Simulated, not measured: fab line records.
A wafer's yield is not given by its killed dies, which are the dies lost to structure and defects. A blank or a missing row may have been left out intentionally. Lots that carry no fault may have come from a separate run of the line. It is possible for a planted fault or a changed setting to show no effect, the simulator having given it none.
Which tool did it? :: flow gf180mcu :: 6 lots with 18 wafers sampled at 4 steps, on a route of 602 steps

WHAT EACH GAUGE READ, for each wafer
GF_CONTACT_THK_MEAS_03.
lot: L210
measured: day 15 19:59
on: film-metro-01
CONTACT_CVD_02_THK (nm): 854 862 880

lot: L212
measured: day 16 12:16
on: film-metro-04
CONTACT_CVD_02_THK (nm): 1291 1315 1305

lot: L222
measured: day 20 06:53
on: film-metro-01
CONTACT_CVD_02_THK (nm): 849 865 874

lot: L224
measured: day 21 01:13
on: film-metro-03
CONTACT_CVD_02_THK (nm): 872 879 878

lot: L229
measured: day 22 14:57
on: film-metro-01
CONTACT_CVD_02_THK (nm): 849 881 872

lot: L231
measured: day 23 09:27
on: film-metro-01
CONTACT_CVD_02_THK (nm): 864 878 860

WHAT TOOL EACH LOT RAN ON (gives the tool, then ch and the chambers of the sampled wafers, and finally the start)
lot: L210
GF_NSD_STRIP_11: plasma-asher-02 ch 0, day 13 22:28
GF_SALICIDE_SPUTTER_02: pvd-sputter-04, day 15 19:17
GF_CONTACT_CVD_02: pecvd-03 ch 0,2, day 15 19:55

lot: L212
GF_NSD_STRIP_11: plasma-asher-02 ch 0,1, day 14 13:31
GF_SALICIDE_SPUTTER_02: pvd-sputter-01, day 16 11:33
GF_CONTACT_CVD_02: pecvd-03 ch 1,2, day 16 12:11

lot: L222
GF_NSD_STRIP_11: plasma-asher-01 ch 0,1, day 18 04:38
GF_SALICIDE_SPUTTER_02: pvd-sputter-04, day 20 06:10
GF_CONTACT_CVD_02: pecvd-03 ch 1,2, day 20 06:47

lot: L224
GF_NSD_STRIP_11: plasma-asher-03 ch 0,1, day 18 23:04
GF_SALICIDE_SPUTTER_02: pvd-sputter-01, day 21 00:29
GF_CONTACT_CVD_02: pecvd-03 ch 0,1, day 21 01:08

lot: L229
GF_NSD_STRIP_11: plasma-asher-03 ch 0,1, day 20 14:43
GF_SALICIDE_SPUTTER_02: pvd-sputter-01, day 22 14:14
GF_CONTACT_CVD_02: pecvd-03 ch 0,1, day 22 14:53

lot: L231
GF_NSD_STRIP_11: plasma-asher-01 ch 0,1, day 21 09:04
GF_SALICIDE_SPUTTER_02: pvd-sputter-01, day 23 08:43
GF_CONTACT_CVD_02: pecvd-04 ch 0,1,2, day 23 09:23
- GF_NSD_STRIP_11: strips in O2/N2.
- GF_SALICIDE_SPUTTER_02: material Co, target thk 10 nm, time 20 s.
- GF_CONTACT_CVD_02: deposits SiO2 from TEOS, target thk 860 nm, time 95.992 s.

THE ANSWER, worked out from the rows above alone
Rule: the lots themselves supply what counts as usual. The widest of any qualifying gaps counts: lots, ordered by their means at a reading, are off when they make up no more than a third of the lots, leave a main group of 4 or more, and stand apart from it by 3 or more times the standard deviation of that group's means. The tables above print the reading to a certain number of digits; a main group whose means all agree to those digits is not used. A lot without any number at a reading at which 4 lots or more have one is off too. Where the step has rows for the other lots, those lots are counted as sound.
Off: L212, at GF_CONTACT_THK_MEAS_03 (CONTACT_CVD_02_THK). Main group: mean 868 nm, sd 4.6.
A tool fits if, at a process step before that reading, it ran every lot that is off, and no sound lot after the first of them. Gauges at GF_CONTACT_THK_MEAS_03: tried the same way as those tools. 2 tools fit, plasma-asher-02 at GF_NSD_STRIP_11 and film-metro-04 at GF_CONTACT_THK_MEAS_03, so this cannot tell which one it is.

WHAT THE SIMULATOR HAD INSERTED
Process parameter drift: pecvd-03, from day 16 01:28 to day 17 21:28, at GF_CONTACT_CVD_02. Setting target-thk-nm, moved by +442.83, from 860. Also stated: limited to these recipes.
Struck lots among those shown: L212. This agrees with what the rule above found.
